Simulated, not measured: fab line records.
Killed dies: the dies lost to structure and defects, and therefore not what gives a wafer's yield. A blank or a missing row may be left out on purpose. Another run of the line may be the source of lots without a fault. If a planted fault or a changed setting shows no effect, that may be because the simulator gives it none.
fab line records    flow sky130    part 1 of 2: steps 1 to 27 of 38
record: lots: 5  wafers: 15  last-day: 49
route steps=708 shown FIELD_ISO@17 NWELL@32 DNWELL@35 PWDE@45
lots with no fault: from the same line, run without faults
start-h: hours from the record's opening day to when the first of the lot's shown wafers began    wait-h: hours since the lot's step before    " same as the row above    L1.1+2: a single row standing in for several wafers    - no value, or no start given    * or withheld: withheld    < > ~ a bound
route shown NAME@n: names a module that has steps shown in the file, with the first one's number in the route    usual: mean/standard deviation of fault-free wafers    same: alike in all rows    chamber/n: place in a boat    sites: per-site readings    _std_site: standard deviation across them    _edge_site: inner sites' mean taken away from outer sites' mean    radius-mm: how far each site lies from the wafer's centre    mask NAME#n: copy n    behind: the tool/chamber that last shaped the wafer    hold: cause of the lot's hold/its duration in hours/its outcome    device: names the non-switching transistor (n, p or np)    end of line: the route-end tests of the same wafers    where a step has no rows: the recipe by itself    killed: dies that structure and defects cost at the first sort, which is not the same as the wafer's yield    map: dies across one wafer; x = killed, . = not, _ = none there
set.NAME: the setting as run; set.NAME@STEP: as run at that earlier step    model.NAME: the simulator's own value behind a step, which no gauge read
a table for each step, a row for each wafer; lots at some steps of the route
services: when a tool's chamber went out of use (start-h, in hours from the record's first day, below 0 if earlier), for how many hours, and the reason
== steps ==
step: SKY_FIELD_ISO_STRIP_16
recipe: chemistry: O2/N2  power-w: 1400  pressure-mtorr: 1500  platen-temp-c: withheld  o2-flow-sccm: 3000  n2-flow-sccm: 300  overash-fraction: 0.5
usual: drypump-motor-current-A: 5.8/0.67  oes-product-au: 0.379/0.0046  strip-time-to-endpoint-s: 3.56/0.035
lot.wafer  tool             chamber  start-h  wait-h  drypump-motor-current-A  oes-product-au  rf-hours-counter-h  strip-time-to-endpoint-s
L077.1     plasma-asher-04  1        46.34    0.0     6.6                      0.376           23                  3.59
L077.3     "                0        "        "       6.6                      0.371           -                   3.55
L077.4     "                1        "        "       6.7                      0.382           -                   3.58
L079.3     plasma-asher-04  0        57.42    0.1     6.6                      0.380           -                   3.59
L079.5     "                1        "        "       6.6                      0.381           -                   3.60
L079.6     "                0        "        "       6.6                      0.374           -                   3.59
L082.1     plasma-asher-02  0        71.54    0.0     5.7                      0.377           40                  3.57
L082.2     "                1        "        "       5.6                      0.380           40                  3.54
L082.6     "                1        "        "       5.6                      0.378           -                   3.54
L081.1     plasma-asher-04  1        71.89    0.0     6.6                      0.386           25                  3.61
L081.2     "                0        "        "       6.6                      0.376           25                  3.54
L081.3     "                0        "        "       6.6                      0.377           -                   3.55
L094.1     plasma-asher-01  1        134.93   0.0     6.3                      0.379           2                   3.53
L094.2     "                0        "        "       4.7                      0.374           2                   3.54
L094.6     "                1        "        "       6.3                      0.387           -                   3.56
step: SKY_FIELD_ISO_ETCH_17
recipe: target-depth-a: 3420  mask-material: Si3N4  chemistry: HBr/Cl2/O2  target: Si  taper-deg: 5  icp-w: 600  bias-w: 150  pressure-mtorr: 15  HBr_flow_sccm: 150  Cl2_flow_sccm: 40  O2_flow_sccm: 6  time-s: 97.7
usual: bias-w: 150.0/0.43  drypump-motor-current-A: 5.70/0.25  mfc-cl2-sccm: 40.01/0.11  oes-product-au: 1.003/0.0093  throttle-valve-pct: 25.654/0.011
lot.wafer  tool       chamber  start-h  wait-h  bias-w  drypump-motor-current-A  mfc-cl2-sccm  oes-product-au  rf-hours-counter-h  throttle-valve-pct
L077.1     rie-si-01  0        46.44    0.1     150.1   5.99                     40.05         1.014           150                 25.640
L077.3     "          2        "        "       150.2   5.87                     39.91         1.003           9                   25.656
L077.4     "          3        "        "       150.1   5.93                     39.79         1.003           3                   25.662
L079.3     rie-si-02  2        57.49    0.0     150.4   5.61                     40.03         1.004           14                  25.663
L079.5     "          1        "        "       150.2   5.36                     40.14         1.025           -                   25.645
L079.6     "          0        "        "       149.7   5.26                     39.98         1.003           -                   25.657
L082.1     rie-si-01  0        71.64    0.1     150.0   5.98                     39.85         0.994           150                 25.654
L082.2     "          3        "        "       150.2   5.93                     39.76         0.998           3                   25.660
L082.6     "          2        "        "       149.9   5.86                     40.06         0.992           -                   25.677
L081.1     rie-si-02  1        71.99    0.1     150.3   5.38                     40.10         1.010           3                   25.649
L081.2     "          3        "        "       150.1   5.94                     40.03         0.990           56                  25.657
L081.3     "          0        "        "       150.6   5.27                     39.98         1.008           142                 25.648
L094.1     rie-si-01  3        135.03   0.1     149.6   5.94                     40.11         1.003           4                   25.644
L094.2     "          1        "        "       149.7   5.59                     40.03         0.997           113                 25.660
L094.6     "          0        "        "       149.9   5.99                     39.99         0.993           -                   25.653
step: SKY_FIELD_ISO_WET_ETCH_18
recipe: chemistry: H3PO4  target-depth-nm: 25  temp-c: 160  target: Si3N4  time-s: 286
lot.wafer   tool          chamber  start-h  wait-h
L077.1+3+4  wet-bench-01  3        46.51    0.0
L079.3+5+6  wet-bench-04  0        57.56    0.0
L082.1+2+6  wet-bench-04  3        71.71    0.0
L081.1+2+3  wet-bench-01  2        72.06    0.0
L094.1+2+6  wet-bench-02  0        135.10   0.0
step: SKY_FIELD_ISO_CLEAN_19
recipe: chemistry: SC1/SC2  mix: 1:4:20  temp-c: 70  time-s: 150
lot.wafer   tool          chamber  start-h  wait-h
L077.1+3+4  wet-bench-04  1        46.60    0.0
L079.3+5+6  wet-bench-02  3        57.65    0.0
L082.1+2+6  wet-bench-01  0        71.80    0.0
L081.1+2+3  wet-bench-04  0        72.15    0.0
L094.1+2+6  wet-bench-04  3        135.21   0.0
step: SKY_FIELD_ISO_CLEAN_20
recipe: chemistry: dHF  time-s: 20  dilution: 100:1
lot.wafer   tool          chamber  start-h  wait-h
L077.1+3+4  wet-bench-01  3        46.65    0.0
L079.3+5+6  wet-bench-01  3        57.70    0.0
L082.1+2+6  wet-bench-04  3        71.85    0.0
L081.1+2+3  wet-bench-02  3        72.20    0.0
L094.1+2+6  wet-bench-01  0        135.26   0.0
step: SKY_FIELD_ISO_WET_ETCH_21
recipe: chemistry: dHF  dilution: 100:1  target-depth-nm: 20  dry: ipa-marangoni  target: SiO2  temp-c: 25  time-s: 400
lot.wafer   tool          chamber  start-h  wait-h
L077.1+3+4  wet-bench-04  0        46.66    0.0
L079.3+5+6  wet-bench-04  3        57.73    0.0
L082.1+2+6  wet-bench-02  3        71.87    0.0
L081.1+2+3  wet-bench-01  0        72.21    0.0
L094.1+2+6  wet-bench-02  3        135.27   0.0
step: SKY_FIELD_ISO_OXIDATION_22
recipe: temp-c: 950  ambient: O2  stabilise-s: 600  purge-s: 300  target-thk-a: 100  ox-time-s: 623
usual: spike-tc-lower-C: 951.4/1.7  zone-power-lower-pct: 20.1/2.6
lot.wafer  tool        chamber  start-h  wait-h  spike-tc-lower-C  zone-power-lower-pct
L077.1     furnace-01  0        47.28    0.5     953.1             22.3
L077.3     "           0        "        "       952.4             22.5
L077.4     "           0        "        "       951.8             22.4
L079.3     furnace-02  0        57.94    0.1     949.8             17.1
L079.5     "           0        "        "       950.5             17.1
L079.6     "           0        "        "       949.4             17.2
L081.1     furnace-02  0        72.56    0.2     951.7             17.2
L081.2     "           0        "        "       949.7             17.4
L081.3     "           0        "        "       949.0             16.9
L082.1     furnace-02  0        72.56    0.6     948.4             17.1
L082.2     "           0        "        "       949.8             17.0
L082.6     "           0        "        "       948.8             16.8
L094.1     furnace-01  0        135.41   0.0     951.9             22.5
L094.2     "           0        "        "       952.5             22.2
L094.6     "           0        "        "       952.3             22.8
step: SKY_FIELD_ISO_THK_MEAS_23
recipe: reads: SiO2_of_FIELD_ISO_OXIDATION_22
usual: FIELD_ISO_OXIDATION_01_THK: 9.92/0.22
lot.wafer  tool           chamber  start-h  wait-h  FIELD_ISO_OXIDATION_01_THK[nm]
L077.1     film-metro-04  -        48.46    0.0     10.21
L077.3     "              -        "        "       10.11
L077.4     "              -        "        "       10.24
L079.3     film-metro-04  -        59.13    0.0     10.14
L079.5     "              -        "        "       10.08
L079.6     "              -        "        "       10.24
L081.1     film-metro-02  -        73.74    0.0     9.82
L081.2     "              -        "        "       9.77
L081.3     "              -        "        "       9.84
L082.1     film-metro-04  -        73.74    0.0     9.96
L082.2     "              -        "        "       9.80
L082.6     "              -        "        "       9.82
L094.1     film-metro-04  -        136.58   0.0     9.98
L094.2     "              -        "        "       9.72
L094.6     "              -        "        "       9.94
step: SKY_FIELD_ISO_CVD_24
recipe: material: SiO2  target-thk-nm: 595  temp-c: 650  sigma-open-frac: 0.3  time-s: 99.2  sih4-flow-sccm: 60  pressure-mtorr: 6
lot.wafer   tool       chamber  start-h  wait-h
L077.1+3+4  hdpcvd-02  2,0,1    48.52    0.1
L079.3+5+6  hdpcvd-02  0,1,0    59.17    0.0
L082.1+2+6  hdpcvd-01  1,0,0    73.80    0.1
L081.1+2+3  hdpcvd-01  2,1,0    73.87    0.1
L094.1+2+6  hdpcvd-02  0,2,2    136.64   0.1
step: SKY_FIELD_ISO_THK_MEAS_25
recipe: reads: SiO2_of_FIELD_ISO_CVD_24
usual: FIELD_ISO_CVD_24_THK: 592/7.5
lot.wafer  tool           chamber  start-h  wait-h  FIELD_ISO_CVD_24_THK[nm]
L077.1     film-metro-02  -        48.59    0.0     585
L077.3     "              -        "        "       597
L077.4     "              -        "        "       597
L079.3     film-metro-02  -        59.26    0.1     589
L079.5     "              -        "        "       595
L079.6     "              -        "        "       601
L082.1     film-metro-03  -        73.87    0.0     589
L082.2     "              -        "        "       592
L082.6     "              -        "        "       593
L081.1     film-metro-04  -        73.94    0.0     600
L081.2     "              -        "        "       587
L081.3     "              -        "        "       586
L094.1     film-metro-02  -        136.72   0.0     584
L094.2     "              -        "        "       608
L094.6     "              -        "        "       601
step: SKY_FIELD_ISO_ANNEAL_26
recipe: temp-c: 1000  time-s: 1800  ambient: N2
usual: spike-tc-lower-C: 1001.7/1.8  zone-power-lower-pct: 22.7/2.8
lot.wafer  tool        chamber  start-h  wait-h  spike-tc-lower-C  zone-power-lower-pct
L077.1     furnace-02  0        48.65    0.1     1000.0            19.1
L077.3     "           0        "        "       1000.8            19.3
L077.4     "           0        "        "       999.3             18.8
L079.3     furnace-01  0        59.30    0.0     1003.2            25.2
L079.5     "           0        "        "       1002.6            25.0
L079.6     "           0        "        "       1004.2            24.9
L082.1     furnace-01  0        73.93    0.1     1003.0            24.8
L082.2     "           0        "        "       1001.5            25.1
L082.6     "           0        "        "       1002.7            25.2
L081.1     furnace-02  0        74.00    0.1     999.6             19.3
L081.2     "           0        "        "       1000.5            19.4
L081.3     "           0        "        "       999.4             18.9
L094.1     furnace-02  0        137.88   1.2     1001.6            19.1
L094.2     "           0        "        "       999.2             18.8
L094.6     "           0        "        "       997.6             19.0
step: SKY_FIELD_ISO_CMP_27
recipe: stop-on: Si3N4  t-overpolish-s: 16  down-force-psi: 4  platen-rpm: 60  target-thk-nm: 457.8  pad-velocity-m-s: 0.94248
usual: motor-current-A: 12.5/1.4  overpolish-run-s: 16.000/0.0095  time-to-endpoint-s: 113/3.6
lot.wafer  tool    chamber  start-h  wait-h  motor-current-A  overpolish-run-s  time-to-endpoint-s
L077.1     cmp-01  3        50.15    0.0     14.8             15.988            108
L077.3     "       0        "        "       11.8             16.010            112
L077.4     "       1        "        "       10.2             15.992            110
L079.3     cmp-01  2        60.90    0.1     12.5             15.997            111
L079.6     "       0        "        "       11.9             15.980            114
L079.5     "       1        "        "       11.0             15.995            117
L082.2     cmp-02  0        75.48    0.1     14.6             15.976            112
L082.1     "       1        "        "       11.8             16.008            108
L082.6     "       3        "        "       10.9             15.992            112
L081.2     cmp-01  2        75.50    0.0     13.2             16.011            114
L081.3     "       3        "        "       15.4             16.016            110
L081.1     "       0        "        "       12.3             16.000            116
L094.1     cmp-01  0        139.38   0.0     12.2             16.009            112
L094.2     "       2        "        "       13.4             15.997            114
L094.6     "       1        "        "       11.3             15.988            112
step: SKY_FIELD_ISO_WET_ETCH_28
recipe: chemistry: dHF  target-depth-nm: 23.7  target: SiO2  dilution: 10:1  temp-c: 25  time-s: 47
lot.wafer   tool          chamber  start-h  wait-h
L077.1+3+4  wet-bench-02  3        50.45    0.2
L079.3+5+6  wet-bench-04  0        61.10    0.1
L082.1+2+6  wet-bench-04  2        75.73    0.1
L081.1+2+3  wet-bench-04  3        75.80    0.1
L094.1+2+6  wet-bench-04  1        139.68   0.2
step: SKY_FIELD_ISO_WET_ETCH_29
recipe: chemistry: H3PO4  target-depth-nm: 160  target: Si3N4  temp-c: 160  time-s: 1825
lot.wafer   tool          chamber  start-h  wait-h
L077.1+3+4  wet-bench-04  3        50.47    0.0
L079.3+5+6  wet-bench-01  0        61.13    0.0
L082.1+2+6  wet-bench-01  1        75.75    0.0
L081.1+2+3  wet-bench-04  0        75.82    0.0
L094.1+2+6  wet-bench-01  0        139.70   0.0
step: SKY_FIELD_ISO_WET_ETCH_30
recipe: chemistry: dHF  target-depth-nm: 25  target: SiO2  dilution: 10:1  temp-c: 25  time-s: 50
lot.wafer   tool          chamber  start-h  wait-h
L077.1+3+4  wet-bench-01  1        50.99    0.0
L079.3+5+6  wet-bench-02  3        62.16    0.0
L082.1+2+6  wet-bench-01  2        76.27    0.0
L081.1+2+3  wet-bench-02  2        76.39    0.0
L094.1+2+6  wet-bench-04  0        140.22   0.0
step: SKY_NWELL_CLEAN_00
recipe: chemistry: SC1/SC2  mix: 1:4:20  temp-c: 70  time-s: 150  dry: n2-spin
lot.wafer   tool          chamber  start-h  wait-h
L077.1+3+4  wet-bench-02  0        51.01    0.0
L079.3+5+6  wet-bench-04  2        62.18    0.0
L082.1+2+6  wet-bench-01  1        76.29    0.0
L081.1+2+3  wet-bench-01  0        76.43    0.0
L094.1+2+6  wet-bench-02  0        140.24   0.0
step: SKY_NWELL_OXIDATION_01
recipe: temp-c: 900  ambient: O2  stabilise-s: 600  purge-s: 300  target-thk-a: 100  ox-time-s: 1418
usual: spike-tc-lower-C: 900.8/1.8  zone-power-lower-pct: 16.8/2.2
lot.wafer  tool        chamber  start-h  wait-h  spike-tc-lower-C  zone-power-lower-pct
L077.1     furnace-01  0        51.06    0.0     901.8             19.4
L077.3     "           0        "        "       903.5             19.4
L077.4     "           0        "        "       903.1             19.5
L079.3     furnace-02  0        63.55    1.3     899.7             15.0
L079.5     "           0        "        "       900.1             14.9
L079.6     "           0        "        "       898.4             15.0
L081.1     furnace-02  0        78.35    1.9     898.0             15.2
L081.2     "           0        "        "       900.1             14.9
L081.3     "           0        "        "       898.9             15.0
L082.1     furnace-02  0        78.35    2.0     899.2             15.4
L082.2     "           0        "        "       900.9             14.9
L082.6     "           0        "        "       899.6             15.1
L094.1     furnace-02  0        141.63   1.3     899.5             15.1
L094.2     "           0        "        "       900.2             15.1
L094.6     "           0        "        "       900.7             15.3
step: SKY_NWELL_THK_MEAS_02
recipe: reads: SiO2_of_NWELL_OXIDATION_01
usual: NWELL_OXIDATION_THK: 9.99/0.19
lot.wafer  tool           chamber  start-h  wait-h  NWELL_OXIDATION_THK[nm]
L077.1     film-metro-02  -        52.46    0.0     9.93
L077.3     "              -        "        "       9.93
L077.4     "              -        "        "       9.87
L079.3     film-metro-02  -        64.96    0.0     9.88
L079.5     "              -        "        "       9.99
L079.6     "              -        "        "       9.88
L081.1     film-metro-01  -        79.74    0.0     9.93
L081.2     "              -        "        "       10.13
L081.3     "              -        "        "       10.01
L082.1     film-metro-04  -        79.74    0.0     10.05
L082.2     "              -        "        "       10.15
L082.6     "              -        "        "       10.00
L094.1     film-metro-02  -        143.03   0.0     10.06
L094.2     "              -        "        "       10.01
L094.6     "              -        "        "       9.86
step: SKY_DNWELL_DEHYDRATE_00
recipe: temp-c: 200  time-s: 60
usual: plate-temp-C: 200.03/0.15
lot.wafer  tool            chamber  start-h  wait-h  plate-temp-C
L077.1     litho-track-04  0        58.51    6.0     200.24
L077.3     "               0        "        "       200.37
L077.4     "               0        "        "       199.93
L079.3     litho-track-01  0        72.32    7.3     200.16
L079.5     "               0        "        "       200.00
L079.6     "               0        "        "       200.08
L082.1     litho-track-03  0        87.41    7.7     199.97
L082.2     "               0        "        "       200.01
L082.6     "               0        "        "       200.09
L081.1     litho-track-04  0        87.51    7.8     199.94
L081.2     "               0        "        "       199.96
L081.3     "               0        "        "       200.03
L094.1     litho-track-01  0        151.72   8.7     200.00
L094.2     "               0        "        "       200.05
L094.6     "               0        "        "       199.99
step: SKY_DNWELL_HMDS_01
recipe: prime-time-s: 60  prime-temp-c: 120
lot.wafer   tool            chamber  start-h  wait-h
L077.1+3+4  litho-track-04  0        58.66    0.1
L079.3+5+6  litho-track-01  0        72.47    0.1
L082.1+2+6  litho-track-03  0        87.56    0.1
L081.1+2+3  litho-track-04  0        87.66    0.1
L094.1+2+6  litho-track-01  0        151.87   0.1
step: SKY_DNWELL_COAT_02
recipe: spin-rpm: 2000  resist-thk-nm: 3000
usual: dispense-pressure-kPa: 46/7.1
lot.wafer  tool            chamber  start-h  wait-h  dispense-pressure-kPa
L077.1     litho-track-04  0        58.81    0.1     40
L077.3     "               0        "        "       40
L077.4     "               0        "        "       40
L079.3     litho-track-01  0        72.62    0.1     43
L079.5     "               0        "        "       43
L079.6     "               0        "        "       43
L082.1     litho-track-03  0        87.71    0.1     58
L082.2     "               0        "        "       58
L082.6     "               0        "        "       58
L081.1     litho-track-04  0        87.81    0.1     40
L081.2     "               0        "        "       40
L081.3     "               0        "        "       40
L094.1     litho-track-01  0        152.02   0.1     43
L094.2     "               0        "        "       43
L094.6     "               0        "        "       43
step: SKY_DNWELL_SOFTBAKE_03
recipe: temp-c: 110  time-s: withheld
usual: plate-temp-C: 110.01/0.12
lot.wafer  tool            chamber  start-h  wait-h  plate-temp-C
L077.1     litho-track-04  0        58.96    0.1     110.15
L077.3     "               0        "        "       109.97
L077.4     "               0        "        "       109.91
L079.3     litho-track-01  0        72.78    0.1     109.86
L079.5     "               0        "        "       110.07
L079.6     "               0        "        "       109.97
L082.1     litho-track-03  0        87.86    0.1     110.05
L082.2     "               0        "        "       110.16
L082.6     "               0        "        "       110.09
L081.1     litho-track-04  0        87.96    0.1     110.30
L081.2     "               0        "        "       110.12
L081.3     "               0        "        "       109.93
L094.1     litho-track-01  0        152.17   0.1     109.92
L094.2     "               0        "        "       109.98
L094.6     "               0        "        "       110.16
step: SKY_DNWELL_EXPOSE_04
recipe: mask-id: DNM  na: 0.57  target-cd-nm: 3000  dose-mj: 222
usual: reticle-temp-C: 23.02/0.11
lot.wafer  tool              chamber  start-h  wait-h  mask   reticle-temp-C
L077.1     iline-stepper-02  0        -        -       DNM#0  22.98
L077.3     "                 0        "        "       DNM#0  22.90
L077.4     "                 0        "        "       DNM#0  23.08
L079.3     iline-stepper-01  0        -        -       DNM#0  23.16
L079.5     "                 0        "        "       DNM#0  23.07
L079.6     "                 0        "        "       DNM#0  22.85
L082.1     iline-stepper-01  0        -        -       DNM#0  23.12
L082.2     "                 0        "        "       DNM#0  23.14
L082.6     "                 0        "        "       DNM#0  23.04
L081.1     iline-stepper-02  0        -        -       DNM#0  23.15
L081.2     "                 0        "        "       DNM#0  23.06
L081.3     "                 0        "        "       DNM#0  23.02
L094.1     iline-stepper-01  0        -        -       DNM#0  23.05
L094.2     "                 0        "        "       DNM#0  22.99
L094.6     "                 0        "        "       DNM#0  22.94
step: SKY_DNWELL_PEB_05
recipe: temp-c: 115  time-s: withheld
usual: plate-temp-C: 115.00/0.14
lot.wafer  tool            chamber  start-h  wait-h  plate-temp-C
L077.1     litho-track-01  0        -        -       115.01
L077.3     "               0        "        "       114.86
L077.4     "               0        "        "       114.73
L079.3     litho-track-04  0        -        -       115.23
L079.5     "               0        "        "       114.94
L079.6     "               0        "        "       114.88
L082.1     litho-track-03  0        -        -       114.93
L082.2     "               0        "        "       115.11
L082.6     "               0        "        "       115.00
L081.1     litho-track-01  0        -        -       115.12
L081.2     "               0        "        "       115.06
L081.3     "               0        "        "       115.01
L094.1     litho-track-03  0        -        -       114.98
L094.2     "               0        "        "       114.88
L094.6     "               0        "        "       115.21
step: SKY_DNWELL_DEVELOP_06
recipe: wall-angle-deg: 90  developer: TMAH  develop-time-s: 60  dev-temp-c: 23
lot.wafer   tool            chamber  start-h  wait-h
L077.1+3+4  litho-track-01  0        -        -
L079.3+5+6  litho-track-04  0        -        -
L082.1+2+6  litho-track-03  0        -        -
L081.1+2+3  litho-track-01  0        -        -
L094.1+2+6  litho-track-03  0        -        -
step: SKY_DNWELL_IMPLANT_07
recipe: species: P  energy-kev: withheld  dose-cm2: withheld  tilt-deg: withheld
usual: end-station-pressure-torr: 4.98e-06/2.7e-07
lot.wafer  tool          chamber  start-h  wait-h  end-station-pressure-torr
L077.1     implanter-04  0        67.97    -       5e-06
L077.3     "             0        "        "       5.17e-06
L077.4     "             0        "        "       5.04e-06
L079.3     implanter-02  0        81.16    -       5e-06
L079.5     "             0        "        "       4.84e-06
L079.6     "             0        "        "       4.9e-06
L082.1     implanter-04  0        95.66    -       5.07e-06
L082.2     "             0        "        "       4.99e-06
L082.6     "             0        "        "       5.08e-06
L081.1     implanter-02  0        95.92    -       5.08e-06
L081.2     "             0        "        "       5.57e-06
L081.3     "             0        "        "       5.14e-06
L094.1     implanter-04  0        162.66   -       5.02e-06
L094.2     "             0        "        "       5.19e-06
L094.6     "             0        "        "       4.84e-06
step: SKY_DNWELL_STRIP_08
recipe: chemistry: O2/N2  power-w: 1400  pressure-mtorr: 1500  platen-temp-c: withheld  o2-flow-sccm: 3000  n2-flow-sccm: 300  overash-fraction: 0.5
usual: drypump-motor-current-A: 5.5/0.59  oes-product-au: 0.722/0.0047  strip-time-to-endpoint-s: 36.94/0.1
lot.wafer  tool             chamber  start-h  wait-h  drypump-motor-current-A  oes-product-au  rf-hours-counter-h  strip-time-to-endpoint-s
L077.1     plasma-asher-03  1        68.12    0.1     6.0                      0.729           39                  37.04
L077.3     "                1        "        "       6.0                      0.719           -                   37.00
L077.4     "                0        "        "       4.9                      0.729           -                   36.93
L079.3     plasma-asher-03  1        81.29    0.1     5.9                      0.722           -                   36.73
L079.5     "                0        "        "       4.9                      0.720           -                   36.93
L079.6     "                1        "        "       6.0                      0.731           -                   36.87
L082.1     plasma-asher-01  1        95.81    0.1     6.3                      0.723           42                  36.75
L082.2     "                0        "        "       4.7                      0.721           42                  36.76
L082.6     "                1        "        "       6.3                      0.719           -                   36.80
L081.1     plasma-asher-03  1        96.07    0.1     6.0                      0.724           42                  36.93
L081.2     "                0        "        "       4.9                      0.724           42                  36.98
L081.3     "                1        "        "       6.0                      0.715           -                   36.92
L094.1     plasma-asher-03  1        162.81   0.1     6.0                      0.726           48                  37.07
L094.2     "                0        "        "       4.9                      0.718           48                  36.95
L094.6     "                1        "        "       5.9                      0.729           -                   37.06
